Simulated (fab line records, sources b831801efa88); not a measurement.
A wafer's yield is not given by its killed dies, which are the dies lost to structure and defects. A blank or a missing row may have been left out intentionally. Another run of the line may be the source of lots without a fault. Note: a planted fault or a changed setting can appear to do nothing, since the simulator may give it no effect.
fab line records    flow sky130
[record] lots = 6  wafers = 18  lastDay = 50
route steps=708 shown POLY_GATE@219 LDD_N@237 LDD_P@255 PAD_OPEN@708
lots that met no fault: from a run of the same line without faults
startH: hours from the record's opening day to when the first of the lot's shown wafers began    waitH: hours elapsed since this lot's preceding step    " same as the row above    L1.1+2: one row covering several wafers at once    - no value present, or no start provided    * or withheld: withheld    < > ~ a bound
route shown NAME@n: NAME is a module with steps in the file, n the number in the route of the first one    usual: mean/standard deviation taken from wafers without a fault    same: alike in all rows    chamber/n: place in a boat    sites: readings site by site    _std_site: how widely they spread, as a standard deviation    _edge_site: mean of outer sites minus mean of inner sites    radiusMm: how far each site lies from the wafer's centre    mask NAME#n: copy n    behind: the last tool/chamber to shape the wafer    hold: what put the lot on hold/how long, in hours/how the hold closed    device: names the non-switching transistor (n, p or np)    end of line: tests of these same wafers at the route's end    a step without rows: its recipe alone    killed: at the first sort, the dies lost to defects and structure; wafer yield is something else    map: shows each die of a wafer: x if killed, . if not, _ if none is there
set.NAME: the run value of the setting; set.NAME@STEP: its run value at that earlier step    model.NAME: the simulator's own value behind a step, which no gauge read
a table for each step, a row for each wafer; lots at some steps of the route
services: a tool's chamber out of use, with start hour (startH, from the record's first day; less than 0 if before it), hours out, and reason
[[steps]]
[step SKY_POLY_GATE_DEHYDRATE_05]
[recipe] tempC = 200  timeS = 60
[step SKY_POLY_GATE_HMDS_06]
[recipe] primeTimeS = 60  primeTempC = 120
[step SKY_POLY_GATE_COAT_07]
[recipe] resist = BARC  tempC = withheld  timeS = withheld  spinRpm = 3000  resistThkNm = 110
[step SKY_POLY_GATE_COAT_08]
[recipe] resist = KrF-thick  spinRpm = 3000  resistThkNm = 450
[step SKY_POLY_GATE_SOFTBAKE_09]
[recipe] tempC = 100  timeS = 90  resist = KrF-thick
[step SKY_POLY_GATE_EXPOSE_10]
[recipe] maskId = P1M  na = 0.68  sourceShape = conventional  sigmaOuter = 0.6  targetCdNm = 150  doseMj = 28
[step SKY_POLY_GATE_PEB_11]
[recipe] pebTempC = withheld  pebTimeS = withheld  resist = KrF-thick
[step SKY_POLY_GATE_DEVELOP_12]
[recipe] developTimeS = 60  resist = KrF-thick  devTempC = 21
[step SKY_POLY_GATE_CD_MEAS_13]
[recipe] targetCdNm = 150
[usual] cdNm = 150.3/1.4
lot.wafer  tool      chamber  startH  waitH  cdNm
L713.1     cdSem-02  -        380.15  -      152.1
L713.3     "         -        "       "      151.5
L713.5     "         -        "       "      151.0
L715.1     cdSem-02  -        398.89  -      152.2
L715.3     "         -        "       "      150.8
L715.6     "         -        "       "      151.7
L717.1     cdSem-01  -        426.37  -      150.6
L717.3     "         -        "       "      149.3
L717.4     "         -        "       "      148.6
L718.1     cdSem-01  -        432.89  -      150.4
L718.4     "         -        "       "      151.0
L718.5     "         -        "       "      151.7
L730.1     cdSem-02  -        546.77  -      150.1
L730.3     "         -        "       "      149.7
L730.4     "         -        "       "      148.5
L732.1     cdSem-01  -        557.35  -      150.3
L732.3     "         -        "       "      152.2
L732.6     "         -        "       "      151.7
[step SKY_POLY_GATE_OVL_MEAS_14]
[usual] POLY_GATE_OVL = 1/5.9
lot.wafer  tool        chamber  startH  waitH  POLY_GATE_OVL[nm]
L713.1     overlay-01  -        380.27  0.1    -2
L713.3     "           -        "       "      0
L713.5     "           -        "       "      -7
L715.1     overlay-02  -        399.01  0.1    0
L715.3     "           -        "       "      -4
L715.6     "           -        "       "      -3
L717.1     overlay-01  -        426.49  0.1    6
L717.3     "           -        "       "      3
L717.4     "           -        "       "      5
L718.1     overlay-02  -        433.01  0.1    -2
L718.4     "           -        "       "      0
L718.5     "           -        "       "      -4
L730.1     overlay-01  -        546.89  0.1    4
L730.3     "           -        "       "      0
L730.4     "           -        "       "      -3
L732.1     overlay-02  -        557.47  0.1    5
L732.3     "           -        "       "      6
L732.6     "           -        "       "      2
[step SKY_POLY_GATE_ETCH_15]
[recipe] chemistry = N2/H2  target = BARC  ionEnergyEv = 200  sourceW = 500  biasW = 100  pressureMtorr = 30  n2FlowSccm = 100  h2FlowSccm = 200  stopOn = SiO2  timeS = 118.5  targetDepthA = 1100
[usual] drypumpMotorCurrentA = 5.7/0.38  oesProductAu = 0.716/0.0046  throttleValvePct = 13.213/0.0082
lot.wafer  tool        chamber  startH  waitH  drypumpMotorCurrentA  oesProductAu  rfHoursCounterH  throttleValvePct
L713.1     rieDiel-01  0        380.30  0.0    5.7                   0.721         59               13.229
L713.3     "           3        "       "      6.7                   0.724         90               13.222
L713.5     "           3        "       "      6.7                   0.716         -                13.209
L715.1     rieDiel-02  2        399.05  0.0    5.7                   0.720         83               13.213
L715.3     "           1        "       "      5.8                   0.713         110              13.226
L715.6     "           0        "       "      5.1                   0.719         -                13.208
L717.1     rieDiel-02  2        426.53  0.0    5.6                   0.723         84               13.212
L717.3     "           1        "       "      5.8                   0.721         0                13.217
L717.4     "           3        "       "      5.5                   0.711         89               13.209
L718.1     rieDiel-01  2        433.05  0.0    5.4                   0.709         3                13.215
L718.4     "           0        "       "      5.8                   0.716         60               13.219
L718.5     "           1        "       "      5.7                   0.725         -                13.212
L730.1     rieDiel-02  0        546.93  0.0    5.1                   0.712         8                13.200
L730.3     "           3        "       "      5.5                   0.719         0                13.213
L730.4     "           1        "       "      5.8                   0.711         -                13.215
L732.1     rieDiel-03  1        557.50  0.0    5.9                   0.719         19               13.217
L732.3     "           3        "       "      5.5                   0.716         15               13.223
L732.6     "           3        "       "      5.5                   0.713         -                13.199
[step SKY_POLY_GATE_ETCH_16]
[recipe] stopOn = poly-Si  chemistry = CH3F/O2  target = Si3N4  sourceW = 400  biasW = 80  pressureMtorr = 25  ch3fFlowSccm = 40  O2_flow_sccm = 30  timeS = 147.5  targetDepthA = 750
[usual] drypumpMotorCurrentA = 5.7/0.38  oesProductAu = 0.639/0.0054  throttleValvePct = 10.535/0.0092
lot.wafer  tool        chamber  startH  waitH  drypumpMotorCurrentA  oesProductAu  rfHoursCounterH  throttleValvePct
L713.1     rieDiel-01  0        380.39  0.0    5.8                   0.638         59               10.553
L713.3     "           3        "       "      6.7                   0.635         90               10.542
L713.5     "           3        "       "      6.7                   0.636         -                10.515
L715.1     rieDiel-02  2        399.13  0.0    5.6                   0.636         84               10.520
L715.3     "           1        "       "      5.9                   0.638         110              10.540
L715.6     "           0        "       "      5.1                   0.643         -                10.530
L717.1     rieDiel-02  2        426.61  0.0    5.6                   0.629         84               10.536
L717.3     "           1        "       "      5.8                   0.637         0                10.542
L717.4     "           3        "       "      5.5                   0.629         89               10.527
L718.1     rieDiel-01  2        433.13  0.0    5.4                   0.635         3                10.543
L718.4     "           0        "       "      5.7                   0.640         60               10.533
L718.5     "           1        "       "      5.7                   0.627         -                10.530
L730.1     rieDiel-02  0        547.01  0.0    5.1                   0.636         8                10.531
L730.3     "           3        "       "      5.5                   0.636         0                10.513
L730.4     "           1        "       "      5.9                   0.644         -                10.534
L732.1     rieDiel-03  1        557.59  0.0    5.9                   0.641         19               10.524
L732.3     "           3        "       "      5.4                   0.637         15               10.536
L732.6     "           3        "       "      5.5                   0.645         -                10.553
[step SKY_POLY_GATE_ETCH_17]
[recipe] targetDepthNm = 180  stopOn = SiO2  overEtchFrac = 0.56667  chemistry = HBr/Cl2  target = poly-Si  icpW = 400  biasW = 100  pressureMtorr = 10  HBr_flow_sccm = 150  Cl2_flow_sccm = 50  timeS = 70.5
[usual] drypumpMotorCurrentA = 5.6/0.46  oesProductAu = 0.984/0.0069  throttleValvePct = 33.684/0.0093
[same] overEtchFrac = 0.56667
lot.wafer  tool      chamber  startH  waitH  drypumpMotorCurrentA  oesProductAu  rfHoursCounterH  throttleValvePct
L713.1     rieSi-02  1        380.49  0.0    5.6                   0.992         73               33.700
L713.3     "         2        "       "      6.1                   0.987         4                33.693
L713.5     "         1        "       "      5.6                   0.985         -                33.681
L715.1     rieSi-01  1        399.23  0.0    6.4                   0.987         0                33.696
L715.3     "         2        "       "      5.7                   0.968         3                33.695
L715.6     "         1        "       "      6.4                   0.977         -                33.681
L717.1     rieSi-01  0        426.71  0.0    5.4                   0.987         4                33.687
L717.3     "         1        "       "      6.4                   0.986         1                33.680
L717.4     "         2        "       "      5.7                   1.001         3                33.679
L718.1     rieSi-01  1        433.23  0.0    6.3                   0.990         1                33.697
L718.4     "         0        "       "      5.4                   0.979         4                33.682
L718.5     "         2        "       "      5.7                   0.980         -                33.673
L730.1     rieSi-02  0        547.11  0.0    4.9                   0.997         1                33.692
L730.3     "         2        "       "      6.1                   0.998         5                33.693
L730.4     "         1        "       "      5.6                   0.985         1                33.681
L732.1     rieSi-02  0        557.68  0.0    4.9                   0.993         1                33.685
L732.3     "         1        "       "      5.6                   0.982         1                33.681
L732.6     "         2        "       "      6.1                   0.983         -                33.684
[step SKY_POLY_GATE_STRIP_18]
[recipe] chemistry = O2/N2  powerW = 1400  pressureMtorr = 1500  platenTempC = withheld  o2FlowSccm = 3000  n2FlowSccm = 300  overashFraction = 0.5
[usual] drypumpMotorCurrentA = 5.6/0.4  oesProductAu = 0.361/0.005  stripTimeToEndpointS = 3.17/0.044
lot.wafer  tool            chamber  startH  waitH  drypumpMotorCurrentA  oesProductAu  rfHoursCounterH  stripTimeToEndpointS
L713.1     plasmaAsher-04  0        380.54  0.0    6.2                   0.356         70               3.18
L713.3     "               0        "       "      6.1                   0.362         -                3.22
L713.5     "               0        "       "      6.2                   0.360         -                3.19
L715.1     plasmaAsher-04  0        399.28  0.0    6.2                   0.362         72               3.14
L715.3     "               1        "       "      5.5                   0.356         -                3.13
L715.6     "               1        "       "      5.5                   0.369         -                3.16
L717.1     plasmaAsher-02  1        426.77  0.0    4.8                   0.356         58               3.17
L717.3     "               0        "       "      5.8                   0.357         -                3.07
L717.4     "               1        "       "      4.8                   0.363         -                3.13
L718.1     plasmaAsher-02  0        433.28  0.0    5.7                   0.368         59               3.26
L718.4     "               1        "       "      4.8                   0.368         -                3.12
L718.5     "               0        "       "      5.8                   0.361         -                3.11
L730.1     plasmaAsher-03  1        547.17  0.0    5.4                   0.355         84               3.19
L730.3     "               0        "       "      6.0                   0.363         -                3.18
L730.4     "               1        "       "      5.4                   0.361         -                3.13
L732.1     plasmaAsher-02  1        557.74  0.0    4.8                   0.365         72               3.19
L732.3     "               1        "       "      4.8                   0.357         -                3.17
L732.6     "               1        "       "      4.8                   0.363         -                3.12
[step SKY_POLY_GATE_CLEAN_19]
[recipe] chemistry = SC1/SC2  mix = 1:4:20  tempC = 70  timeS = 150  dry = n2Spin
[step SKY_POLY_GATE_OXIDATION_20]
[recipe] tempC = 850  ambient = O2  stabiliseS = 600  purgeS = 300  targetThkA = 40  oxTimeS = 899
[step SKY_POLY_GATE_THK_MEAS_21]
[recipe] reads = SiO2_of_POLY_GATE_OXIDATION_20
[usual] POLY_GATE_OXIDATION_THK = 3.96/0.079
lot.wafer  tool          chamber  startH  waitH  POLY_GATE_OXIDATION_THK[nm]
L713.1     filmMetro-03  -        382.15  0.0    4.15
L713.3     "             -        "       "      4.05
L713.5     "             -        "       "      4.15
L715.1     filmMetro-01  -        400.94  0.0    3.94
L715.3     "             -        "       "      3.95
L715.6     "             -        "       "      3.98
L717.1     filmMetro-01  -        428.22  0.0    3.98
L717.3     "             -        "       "      3.91
L717.4     "             -        "       "      3.89
L718.1     filmMetro-03  -        434.73  0.0    3.96
L718.4     "             -        "       "      3.93
L718.5     "             -        "       "      3.82
L730.1     filmMetro-01  -        549.55  0.0    3.97
L730.3     "             -        "       "      4.02
L730.4     "             -        "       "      4.03
L732.1     filmMetro-02  -        560.44  0.0    4.04
L732.3     "             -        "       "      3.93
L732.6     "             -        "       "      4.04
[step SKY_POLY_GATE_CD_MEAS_22]
[usual] cdNm = 151/3.1
lot.wafer  tool      chamber  startH  waitH  cdNm
L713.1     cdSem-01  -        382.21  0.1    156
L713.3     "         -        "       "      151
L713.5     "         -        "       "      151
L715.1     cdSem-01  -        401.00  0.1    147
L715.3     "         -        "       "      155
L715.6     "         -        "       "      149
L717.1     cdSem-02  -        428.28  0.1    146
L717.3     "         -        "       "      149
L717.4     "         -        "       "      143
L718.1     cdSem-02  -        434.79  0.1    149
L718.4     "         -        "       "      151
L718.5     "         -        "       "      153
L730.1     cdSem-01  -        549.61  0.1    151
L730.3     "         -        "       "      147
L730.4     "         -        "       "      152
L732.1     cdSem-01  -        560.50  0.1    155
L732.3     "         -        "       "      159
L732.6     "         -        "       "      155
[step SKY_LDD_N_DEHYDRATE_00]
[recipe] tempC = 200  timeS = 60
[step SKY_LDD_N_HMDS_01]
[recipe] primeTimeS = 60  primeTempC = 120
[step SKY_LDD_N_COAT_02]
[recipe] resist = NOVOLAK  spinRpm = 3000  resistThkNm = 300
[step SKY_LDD_N_SOFTBAKE_03]
[recipe] tempC = 90  timeS = 60  resist = NOVOLAK
[step SKY_LDD_N_EXPOSE_04]
[recipe] maskId = NTM  targetCdNm = 840  na = 0.6  sourceShape = conventional  sigmaOuter = 0.6  doseMj = 110
[step SKY_LDD_N_PEB_05]
[recipe] tempC = withheld  timeS = *  resist = NOVOLAK
[step SKY_LDD_N_DEVELOP_06]
[recipe] developTimeS = 60  devTempC = 23
[step SKY_LDD_N_OVL_MEAS_07]
[usual] LDD_N_OVL = 0.2/1.4
lot.wafer  tool        chamber  startH  waitH  LDD_N_OVL[nm]
L713.1     overlay-01  -        411.75  0.1    0.2
L713.3     "           -        "       "      0.5
L713.5     "           -        "       "      0.9
L715.1     overlay-02  -        431.05  0.1    2.8
L715.3     "           -        "       "      1.5
L715.6     "           -        "       "      1.2
L717.1     overlay-02  -        459.92  0.1    -0.7
L717.3     "           -        "       "      -0.8
L717.4     "           -        "       "      -0.3
L718.1     overlay-02  -        465.37  0.1    0.0
L718.4     "           -        "       "      -2.2
L718.5     "           -        "       "      -0.9
L730.1     overlay-01  -        578.70  0.1    -2.0
L730.3     "           -        "       "      -0.9
L730.4     "           -        "       "      -0.2
L732.1     overlay-01  -        589.90  0.1    0.3
L732.3     "           -        "       "      0.7
L732.6     "           -        "       "      1.2
[step SKY_LDD_N_IMPLANT_08]
[recipe] species = As  energyKev = 20  doseCm2 = 7.5e+13  tiltDeg = withheld  rotationDeg = 23
[step SKY_LDD_N_IMPLANT_09]
[recipe] species = As  energyKev = 20  doseCm2 = 7.5e+13  tiltDeg = withheld  rotationDeg = 113
[step SKY_LDD_N_IMPLANT_10]
[recipe] species = As  energyKev = 20  doseCm2 = 7.5e+13  tiltDeg = withheld  rotationDeg = 203
[step SKY_LDD_N_IMPLANT_11]
[recipe] species = As  energyKev = 20  doseCm2 = 7.5e+13  tiltDeg = withheld  rotationDeg = 293
[step SKY_LDD_N_IMPLANT_12]
[recipe] species = BF2  energyKev = 50  doseCm2 = 5e+12  tiltDeg = 30  rotationDeg = 0
[step SKY_LDD_N_IMPLANT_13]
[recipe] species = BF2  energyKev = 50  doseCm2 = 5e+12  tiltDeg = 30  rotationDeg = 90
[step SKY_LDD_N_IMPLANT_14]
[recipe] species = BF2  energyKev = 50  doseCm2 = 5e+12  tiltDeg = 30  rotationDeg = 180
[step SKY_LDD_N_IMPLANT_15]
[recipe] species = BF2  energyKev = 50  doseCm2 = 5e+12  tiltDeg = 30  rotationDeg = 270
[step SKY_LDD_N_STRIP_16]
[recipe] chemistry = O2/N2  powerW = 1400  pressureMtorr = 1500  platenTempC = withheld  o2FlowSccm = 3000  n2FlowSccm = 300  overashFraction = 0.5
[usual] drypumpMotorCurrentA = 5.5/0.5  oesProductAu = 0.407/0.0047  stripTimeToEndpointS = 4.314/0.017
lot.wafer  tool            chamber  startH  waitH  drypumpMotorCurrentA  oesProductAu  rfHoursCounterH  stripTimeToEndpointS
L713.1     plasmaAsher-02  0        412.98  0.1    5.8                   0.399         57               4.309
L713.3     "               1        "       "      4.8                   0.402         -                4.317
L713.5     "               1        "       "      4.8                   0.410         -                4.299
L715.1     plasmaAsher-02  1        432.28  0.1    4.8                   0.406         59               4.291
L715.3     "               0        "       "      5.8                   0.399         -                4.301
L715.6     "               0        "       "      5.8                   0.405         -                4.290
L717.1     plasmaAsher-02  1        461.16  0.1    4.8                   0.409         62               4.303
L717.3     "               1        "       "      4.8                   0.406         -                4.335
L717.4     "               0        "       "      5.8                   0.404         -                4.311
L718.1     plasmaAsher-04  0        466.61  0.1    6.2                   0.414         3                4.303
L718.4     "               1        "       "      5.5                   0.410         -                4.310
L718.5     "               1        "       "      5.5                   0.415         -                4.352
L730.1     plasmaAsher-02  1        579.93  0.1    4.8                   0.405         74               4.288
L730.3     "               0        "       "      5.8                   0.406         -                4.300
L730.4     "               1        "       "      4.8                   0.406         -                4.300
L732.1     plasmaAsher-02  0        591.13  0.1    5.8                   0.399         75               4.339
L732.3     "               1        "       "      4.8                   0.411         -                4.340
L732.6     "               1        "       "      4.8                   0.402         -                4.349
[step SKY_LDD_N_TW_MEAS_17]
[usual] LDD_N_TW = 2573/16
lot.wafer  tool          chamber  startH  waitH  LDD_N_TW
L713.1     filmMetro-03  -        413.08  0.1    2598
L713.3     "             -        "       "      2588
L713.5     "             -        "       "      2590
L715.1     filmMetro-01  -        432.38  0.1    2550
L715.3     "             -        "       "      2556
L715.6     "             -        "       "      2556
L717.1     filmMetro-04  -        461.26  0.1    2571
L717.3     "             -        "       "      2565
L717.4     "             -        "       "      2575
L718.1     filmMetro-04  -        466.71  0.1    2567
L718.4     "             -        "       "      2568
L718.5     "             -        "       "      2579
L730.1     filmMetro-01  -        580.03  0.1    2572
L730.3     "             -        "       "      2577
L730.4     "             -        "       "      2572
L732.1     filmMetro-01  -        591.23  0.1    2562
L732.3     "             -        "       "      2558
L732.6     "             -        "       "      2552
[step SKY_LDD_P_DEHYDRATE_00]
[recipe] tempC = 200  timeS = 60
[step SKY_LDD_P_HMDS_01]
[recipe] primeTimeS = 60  primeTempC = 120
[step SKY_LDD_P_COAT_02]
[recipe] resist = NOVOLAK  spinRpm = 3000  resistThkNm = 1140
[step SKY_LDD_P_SOFTBAKE_03]
[recipe] tempC = 90  timeS = 60  resist = NOVOLAK
[step SKY_LDD_P_EXPOSE_04]
[recipe] maskId = PSDM  na = 0.6  sourceShape = conventional  sigmaOuter = 0.6  polarization = unpolarized  targetCdNm = 380  doseMj = 138
[step SKY_LDD_P_PEB_05]
[recipe] tempC = withheld  timeS = *  resist = NOVOLAK
[step SKY_PAD_OPEN_PROBE_99]
[usual] killed_at_M0_to_M3 = 44/7.3  killed_at_M4_up = 3.1/1.6  killedAtContacts = 24/5.4  killedAtFrontEnd = 15/4  killedAtOther = 0.2/0.49  killedDies = 86/10  killedOpen = 48/7.3  killedShort = 38/6.3
[same] grossDies = 492  killedAtBackSide = 0
lot.wafer  tool       chamber  startH   waitH  killed_at_M0_to_M3  killed_at_M4_up  killedAtContacts  killedAtFrontEnd  killedAtOther  killedDies  killedOpen  killedShort
L717.1     prober-02  -        1113.42  0.1    36                  3                10                68                0              117         34          28
L717.3     prober-02  -        1113.52  0.2    36                  2                15                40                0              93          39          28
L717.4     prober-02  -        1113.57  0.2    42                  6                17                36                0              101         52          24
L718.1     prober-01  -        1116.15  0.1    37                  3                23                38                0              101         37          39
L718.4     prober-01  -        1116.30  0.2    37                  1                27                64                0              129         47          34
L718.5     prober-01  -        1116.35  0.2    47                  2                23                51                0              123         53          43
// killed by level:class
L717.1 POLY_GATE:unspecified=55 VIA1:geometricParticle:open=11 VIA2:geometricParticle:open=5 VIA1:geometricParticle:short=4 VIA3:geometricParticle:open=4 LI_CONTACT:geometricParticle:open=3 CONTACT:geometricParticle:short=3 CONTACT:geometricParticle:open=3
L717.3 POLY_GATE:unspecified=26 VIA1:geometricParticle:open=10 FIELD_ISO:geometricParticle:open=6 LI_CONTACT:geometricParticle:open=6 VIA1:geometricParticle:short=6 CONTACT:geometricParticle:open=5 VIA3:geometricParticle:short=4 POLY_GATE:geometricParticle:open=3
L717.4 POLY_GATE:unspecified=25 VIA1:geometricParticle:open=11 LI_CONTACT:geometricParticle:open=9 VIA2:geometricParticle:open=8 FIELD_ISO:geometricParticle:open=5 VIA1:geometricParticle:short=5 POLY_GATE:geometricParticle:open=4 CONTACT:geometricParticle:open=4
L718.1 POLY_GATE:unspecified=25 LI_CONTACT:geometricParticle:open=10 VIA3:geometricParticle:open=7 METAL1:geometricParticle:short=6 VIA1:geometricParticle:short=6 VIA1:geometricParticle:open=5 LOCAL_INTERCONNECT:geometricParticle:short=5 VIA2:geometricParticle:open=4
L718.4 POLY_GATE:unspecified=48 CONTACT:geometricParticle:open=13 VIA3:geometricParticle:open=7 VIA2:geometricParticle:open=7 FIELD_ISO:geometricParticle:short=5 LI_CONTACT:geometricParticle:open=5 VIA1:geometricParticle:short=5 FIELD_ISO:geometricParticle:open=4
L718.5 POLY_GATE:unspecified=27 VIA1:geometricParticle:open=13 LI_CONTACT:geometricParticle:open=10 POLY_GATE:geometricParticle:short=7 METAL1:geometricParticle:short=7 FIELD_ISO:geometricParticle:open=5 POLY_GATE:geometricParticle:open=5 LI_CONTACT:geometricParticle:short=5
// map L717.1 (x killed, . not)
__________........x._________
________x..x...x......_______
______...x...x....x....._____
_____.................x..____
____...x.x.x..x..x.....x..___
___..x..............x....x.__
__....................x..x.x_
_.xx....x.....xxx....x.x.....
_...........x...........x....
_............xxx.x........x..
_.........xxxxxx.xx..........
_x...x..xxxxxxxxxxx..........
_xx...xx.xxxxxxxxxxx.........
_.........xxxxxxxx...........
_....x....x.xxxxx.x.....x....
__....x..x..xxxxx.x.......x._
___x...x...xx.....x..x.....__
____xx....x..........x....___
_____......x........x....____
______...xx....x........_____
________.....x..x.x..._______
__________.x.x......_________
// map L718.4 (x killed, . not)
__________.........._________
________.....xx.x..x.._______
______.....x.x......x..x_____
_____.xx...x........x..x.____
____x.x.............x.x...___
___.xx............x.x......__
__......xx.....x..x......x.._
_..............x.....x.......
_.......x..............x.x...
_..x.....xx.xx.xxx........x..
_xx.x.....xxxxxxx.x....x..x..
_x...x.x..xxxxxxxxx....x...x.
_....xx..xxxxxxxxxx..........
_x....x..xxxxxxxxxx......x...
_...xx.x...xxxxxxxx..........
__......x.xxxxxx............_
___...x......x.....x.......__
____...............x.x....___
_____....x....x........x.____
______....xx......xxx.x._____
________x.x......x...._______
__________.x..x....._________
[[services]]
tool            chamber  startH  hours  kind
rieDiel-01      2        373.82  6.8    repair
plasmaAsher-04  -        383.22  0.9    repair
rieDiel-01      -        387.39  2.8    pm
rieDiel-02      1        403.26  8.6    repair
rieSi-02        3        407.69  5.1    repair
rieDiel-02      1        411.86  -      clean
rieSi-02        2        420.93  2.0    repair
plasmaAsher-04  -        421.25  9.0    pm
rieDiel-02      -        426.09  0.4    repair
rieDiel-01      1        440.18  2.7    repair
rieDiel-01      0        444.23  5.9    repair
rieDiel-03      3        454.74  2.6    repair
rieSi-02        -        458.53  1.7    repair
rieDiel-02      -        462.98  0.2    repair
rieSi-01        -        468.04  2.7    repair
rieDiel-02      -        480.47  2.8    pm
rieDiel-03      -        493.20  1.6    repair
plasmaAsher-03  -        496.51  2.9    repair
plasmaAsher-04  -        499.67  12.5   repair
rieDiel-02      3        505.04  4.8    repair
rieDiel-01      -        533.95  0.4    repair
rieDiel-01      2        543.99  6.0    repair
rieSi-01        0        552.16  2.0    repair
plasmaAsher-04  -        554.89  1.1    repair
[[key]]
[firstSign] step = SKY_PAD_OPEN_PROBE_99  reading = killedAtFrontEnd  direction = up  sigmas = 8.7  usual = 15  struck = 50
[effect] step = SKY_PAD_OPEN_PROBE_99  reading = killedDies  direction = up  sigmas = 2.5  usual = 86  struck = 111
metAt SKY_POLY_GATE_ETCH_17
struckWafers L717.1,L717.3,L717.4,L718.1,L718.4,L718.5
testerLeftOut L717,L718
onsetBetween 399.23 426.71
[fault] kind = chamberParticleSource  tool = rieSi-01  chamber = -  onsetH = 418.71  steps = SKY_POLY_GATE_ETCH_17  ratePerVisitCm2 = 0.74204  endH = 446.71
// testerLeftOut: of these lots the tester's yield and bins aren't shown, on N5 and GAA mostly nor the transistor test; their killed dies are dies lost to structure and defects alone, not to doping, threshold or leakage, so they don't give the yield
